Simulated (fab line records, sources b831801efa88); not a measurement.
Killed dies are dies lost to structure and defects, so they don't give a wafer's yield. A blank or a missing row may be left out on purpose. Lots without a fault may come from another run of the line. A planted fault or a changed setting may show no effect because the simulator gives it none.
fab line records | flow sky130
record lots=11 wafers=33 last_day=51
route steps=708 shown VIA3@589 CAP2M@605 VIA4@639
lots that met no fault: from a run of the same line without faults
start_h: hours from the record's first day to the start of the lot's first wafer shown | wait_h: hours since the lot's step before | " the same as in the row above | L1.1+2: a row that stands for several wafers | - no value, or no start given | * or withheld: withheld | < > ~ a bound
route shown NAME@n: a module of which the file shows steps, and the number in the route of the first | usual: mean/standard deviation of fault-free wafers | same: alike in all rows | chamber/n: place in a boat | sites: the reading at each site | _std_site: their standard deviation | _edge_site: outer sites' mean less inner sites' | radius_mm: how far each site lies from the wafer's centre | mask NAME#n: copy n | behind: the tool/chamber that last shaped the wafer | hold: why the lot was held/for how many hours/how that ended | device: the transistor (n, p or np) that didn't switch | end of line: the same wafers' tests at the end of the route | a step without rows: its recipe alone | killed: dies lost to structure and defects at the first sort, not the wafer's yield | map: a wafer's dies, x killed, . not, _ none there
set.NAME: the setting as run; set.NAME@STEP: as run at that earlier step | model.NAME: the simulator's own value behind a step, which no gauge read
steps of the route over a sample of lots; a table a step, a row a wafer
services: from which hour (start_h, from the record's first day; less than 0 if before it) a tool's chamber was out of use, for how many hours, and why
## steps
# step SKY_VIA3_STRIP_16
# recipe chemistry=O2/N2 power_w=1400 pressure_mtorr=1500 platen_temp_c=withheld o2_flow_sccm=3000 n2_flow_sccm=300 overash_fraction=0.5
# usual drypump_motor_current_A=5.68/0.27 o2_flow_sccm=3001/9.9 oes_product_au=0.401/0.0044 strip_time_to_endpoint_s=4.124/0.021
# columns lot.wafer tool chamber start_h wait_h drypump_motor_current_A o2_flow_sccm oes_product_au rf_hours_counter_h strip_time_to_endpoint_s
L819.1 plasma_asher-03 1 948.25 0.0 5.26 2994 0.405 113 4.153
L819.2 " 0 " " 5.31 2998 0.405 113 4.126
L819.6 " 0 " " 5.31 2997 0.407 - 4.145
L821.2 plasma_asher-02 1 964.25 0.0 5.95 3033 0.404 22 4.140
L821.3 " 1 " " 5.91 3025 0.398 - 4.130
L821.6 " 1 " " 5.94 3005 0.406 - 4.130
L822.3 plasma_asher-04 0 970.28 0.1 5.89 3018 0.393 - 4.106
L822.5 " 0 " " 5.89 2999 0.400 - 4.110
L822.6 " 1 " " 5.90 3002 0.402 - 4.147
L823.1 plasma_asher-03 0 989.18 0.0 5.32 2988 0.401 116 4.099
L823.2 " 1 " " 5.24 2993 0.396 116 4.133
L823.6 " 0 " " 5.32 2993 0.400 - 4.118
L824.1 plasma_asher-02 1 994.23 0.0 5.92 3010 0.402 25 4.133
L824.4 " 0 " " 5.71 3016 0.403 - 4.152
L824.6 " 1 " " 5.93 3004 0.399 - 4.128
L834.3 plasma_asher-04 0 1047.06 0.1 5.93 2984 0.411 - 4.148
L834.4 " 1 " " 5.85 3007 0.391 - 4.164
L834.6 " 1 " " 5.85 2995 0.399 - 4.167
L837.2 plasma_asher-02 0 1065.85 0.0 5.70 3018 0.404 32 4.135
L837.5 " 0 " " 5.68 3017 0.400 - 4.158
L837.6 " 1 " " 5.92 2999 0.402 - 4.135
L838.1 plasma_asher-03 0 1071.53 0.0 5.31 3027 0.397 1 4.113
L838.2 " 1 " " 5.27 2997 0.407 1 4.147
L838.4 " 1 " " 5.26 3009 0.398 - 4.127
L839.2 plasma_asher-04 0 1073.98 0.0 5.88 2988 0.401 63 4.134
L839.3 " 0 " " 5.91 2981 0.402 - 4.153
L839.6 " 1 " " 5.80 3016 0.401 - 4.101
L840.3 plasma_asher-04 0 1078.51 0.1 5.91 3007 0.403 - 4.117
L840.4 " 1 " " 5.89 2979 0.402 - 4.116
L840.5 " 1 " " 5.85 2977 0.405 - 4.143
L842.4 plasma_asher-02 0 1097.63 0.1 5.68 3013 0.400 - 4.155
L842.5 " 0 " " 5.68 2996 0.402 - 4.136
L842.6 " 1 " " 5.97 2995 0.398 - 4.139
# step SKY_CAP2M_SPUTTER_02
# recipe material=TiN target_thk_nm=200 temp_c=300 power_w=6500 time_s=166.7 chamber_pressure_pa=0.4
# usual substrate_temp_c=299.98/0.2 throttle_valve_pct=30.1/1.1
# columns lot.wafer tool chamber start_h wait_h substrate_temp_c throttle_valve_pct
L819.1 pvd_sputter-02 - 949.75 0.1 300.19 29.9
L819.2 " - " " 300.18 31.1
L819.6 " - " " 300.11 30.1
L821.2 pvd_sputter-01 - 965.74 0.0 299.95 30.4
L821.3 " - " " 300.13 28.3
L821.6 " - " " 299.73 28.3
L822.3 pvd_sputter-02 - 971.86 0.0 299.83 29.9
L822.5 " - " " 299.74 31.0
L822.6 " - " " 300.06 29.7
L823.1 pvd_sputter-02 - 990.87 0.1 300.16 30.6
L823.2 " - " " 299.78 29.9
L823.6 " - " " 299.91 29.8
L824.1 pvd_sputter-02 - 995.85 0.1 300.10 31.1
L824.4 " - " " 299.99 30.1
L824.6 " - " " 299.93 29.7
L834.3 pvd_sputter-02 - 1048.52 0.0 299.94 30.7
L834.4 " - " " 299.65 30.9
L834.6 " - " " 300.02 30.1
L837.2 pvd_sputter-04 - 1067.36 0.0 299.91 29.5
L837.5 " - " " 299.87 30.6
L837.6 " - " " 299.85 29.3
L838.1 pvd_sputter-02 - 1073.42 0.1 300.18 29.4
L838.2 " - " " 300.04 30.3
L838.4 " - " " 299.98 30.8
L839.2 pvd_sputter-01 - 1075.51 0.0 300.20 28.4
L839.3 " - " " 300.00 30.0
L839.6 " - " " 299.83 28.2
L840.3 pvd_sputter-04 - 1079.97 0.0 299.88 30.5
L840.4 " - " " 300.06 32.4
L840.5 " - " " 300.28 31.6
L842.4 pvd_sputter-02 - 1099.13 0.0 300.19 29.6
L842.5 " - " " 299.84 30.8
L842.6 " - " " 300.33 29.8
# step SKY_CAP2M_THK_MEAS_04
# recipe thk_meas_gauge=xrf reads=TiN_of_CAP2M_SPUTTER_02
# usual CAP2M_TIN_THK=199.0/2.6
# columns lot.wafer tool chamber start_h wait_h CAP2M_TIN_THK[nm]
L819.1 film_metro-04 - 949.98 0.1 196.2
L819.2 " - " " 196.8
L819.6 " - " " 196.1
L821.2 film_metro-01 - 965.98 0.1 196.1
L821.3 " - " " 196.2
L821.6 " - " " 195.4
L822.3 film_metro-01 - 972.11 0.1 196.9
L822.5 " - " " 198.1
L822.6 " - " " 197.0
L823.1 film_metro-02 - 991.10 0.1 200.8
L823.2 " - " " 201.2
L823.6 " - " " 198.1
L824.1 film_metro-01 - 996.08 0.1 197.7
L824.4 " - " " 194.1
L824.6 " - " " 198.2
L834.3 film_metro-02 - 1048.77 0.1 204.2
L834.4 " - " " 204.2
L834.6 " - " " 201.7
L837.2 film_metro-04 - 1067.60 0.1 198.1
L837.5 " - " " 198.2
L837.6 " - " " 199.6
L838.1 film_metro-02 - 1073.65 0.1 201.1
L838.2 " - " " 199.0
L838.4 " - " " 200.0
L839.2 film_metro-04 - 1075.75 0.1 200.4
L839.3 " - " " 199.5
L839.6 " - " " 201.1
L840.3 film_metro-01 - 1080.22 0.1 199.6
L840.4 " - " " 199.5
L840.5 " - " " 201.1
L842.4 film_metro-02 - 1099.39 0.1 206.5
L842.5 " - " " 204.0
L842.6 " - " " 205.7
# step SKY_VIA4_HDPCVD_00
# recipe material=SiO2 target_thk_nm=1750 sigma_open_frac=0.3 time_s=291.7 temp_c=400 sih4_flow_sccm=60 pressure_mtorr=6
# usual sih4_flow_sccm=60.01/0.17
# columns lot.wafer tool chamber start_h wait_h sih4_flow_sccm
L819.1 hdpcvd-01 0 1000.37 0.0 59.97
L819.2 " 1 " " 59.95
L819.6 " 2 " " 59.90
L821.2 hdpcvd-01 2 1016.61 0.0 59.89
L821.3 " 0 " " 60.17
L821.6 " 2 " " 59.93
L822.3 hdpcvd-01 2 1023.12 0.0 48.09
L822.5 " 1 " " 48.01
L822.6 " 0 " " 48.05
L823.1 hdpcvd-02 1 1040.77 0.0 59.80
L823.2 " 0 " " 59.88
L823.6 " 1 " " 60.00
L824.1 hdpcvd-01 1 1044.76 0.0 47.88
L824.4 " 1 " " 47.83
L824.6 " 2 " " 47.86
L834.3 hdpcvd-02 1 1094.16 0.0 60.03
L834.4 " 0 " " 60.31
L834.6 " 1 " " 60.04
L837.2 hdpcvd-01 0 1112.51 0.0 60.28
L837.5 " 2 " " 60.18
L837.6 " 1 " " 59.85
L838.1 hdpcvd-01 1 1117.76 0.0 60.01
L838.2 " 0 " " 60.24
L838.4 " 1 " " 59.90
L839.2 hdpcvd-01 1 1120.44 0.0 59.88
L839.3 " 2 " " 60.09
L839.6 " 0 " " 59.89
L840.3 hdpcvd-01 0 1123.05 0.0 60.03
L840.4 " 0 " " 59.77
L840.5 " 2 " " 60.21
L842.4 hdpcvd-01 0 1141.86 0.1 59.90
L842.5 " 1 " " 59.90
L842.6 " 2 " " 59.93
# step SKY_VIA4_THK_MEAS_01
# recipe reads=SiO2_of_VIA4_HDPCVD_00
# usual VIA4_HDPCVD_THK=1749/17
# columns lot.wafer tool chamber start_h wait_h VIA4_HDPCVD_THK[nm]
L819.1 film_metro-01 - 1000.54 0.1 1731
L819.2 " - " " 1740
L819.6 " - " " 1725
L821.2 film_metro-02 - 1016.80 0.1 1750
L821.3 " - " " 1754
L821.6 " - " " 1754
L822.3 film_metro-03 - 1023.32 0.1 1415
L822.5 " - " " 1414
L822.6 " - " " 1398
L823.1 film_metro-01 - 1040.95 0.1 1780
L823.2 " - " " 1762
L823.6 " - " " 1776
L824.1 film_metro-02 - 1044.94 0.1 1387
L824.4 " - " " 1412
L824.6 " - " " 1377
L834.3 film_metro-03 - 1094.36 0.1 1754
L834.4 " - " " 1748
L834.6 " - " " 1772
L837.2 film_metro-03 - 1112.70 0.1 1726
L837.5 " - " " 1750
L837.6 " - " " 1763
L838.1 film_metro-02 - 1117.94 0.1 1743
L838.2 " - " " 1748
L838.4 " - " " 1763
L839.2 film_metro-01 - 1120.63 0.1 1762
L839.3 " - " " 1749
L839.6 " - " " 1776
L840.3 film_metro-02 - 1123.25 0.1 1738
L840.4 " - " " 1733
L840.5 " - " " 1740
L842.4 film_metro-02 - 1142.07 0.1 1721
L842.5 " - " " 1745
L842.6 " - " " 1740
## services
# columns tool chamber start_h hours kind
hdpcvd-01 0 943.97 3.6 repair
hdpcvd-02 - 950.25 15.0 pm
hdpcvd-02 0 950.25 15.0 vent_cycle
hdpcvd-02 1 950.25 15.0 vent_cycle
hdpcvd-02 2 950.25 15.0 vent_cycle
pvd_sputter-01 - 964.91 0.7 repair
hdpcvd-02 0 965.25 - clean
hdpcvd-02 1 965.25 - clean
hdpcvd-02 2 965.25 - clean
pvd_sputter-01 - 994.16 3.2 repair
pvd_sputter-02 1 1033.76 - consumable_replace:kit
pvd_sputter-02 1 1033.76 18.0 scheduled_down
pvd_sputter-02 1 1033.76 18.0 vent_cycle
hdpcvd-02 - 1044.68 14.6 pm
plasma_asher-03 - 1055.25 9.0 pm
plasma_asher-03 0 1055.25 9.0 vent_cycle
plasma_asher-03 1 1055.25 9.0 vent_cycle
plasma_asher-03 0 1064.25 - clean
plasma_asher-03 1 1064.25 - clean
plasma_asher-02 - 1066.41 0.5 repair
hdpcvd-01 - 1072.33 1.9 repair
plasma_asher-03 - 1078.60 2.1 repair
pvd_sputter-01 - 1082.95 1.1 repair
plasma_asher-02 - 1135.52 2.8 pm
## key
first_sign step=SKY_VIA4_HDPCVD_00 reading=sih4_flow_sccm direction=down sigmas=69 usual=60.01 struck=47.95
effect step=SKY_VIA4_THK_MEAS_01 reading=VIA4_HDPCVD_THK direction=down sigmas=21 usual=1749 struck=1401
met_at SKY_VIA4_HDPCVD_00
struck_lots L822,L824
not_acting_at SKY_VIA3_STRIP_16,SKY_CAP2M_SPUTTER_02,SKY_CAP2M_THK_MEAS_04
onset_between 1016.61 1023.12
fault kind=process_parameter_drift tool=hdpcvd-01 chamber=- onset_h=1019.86 steps=SKY_VIA4_HDPCVD_00 channel=sih4_flow_sccm offset=-12 shape=step end_h=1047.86 acts_in=these_recipes_only stated=60
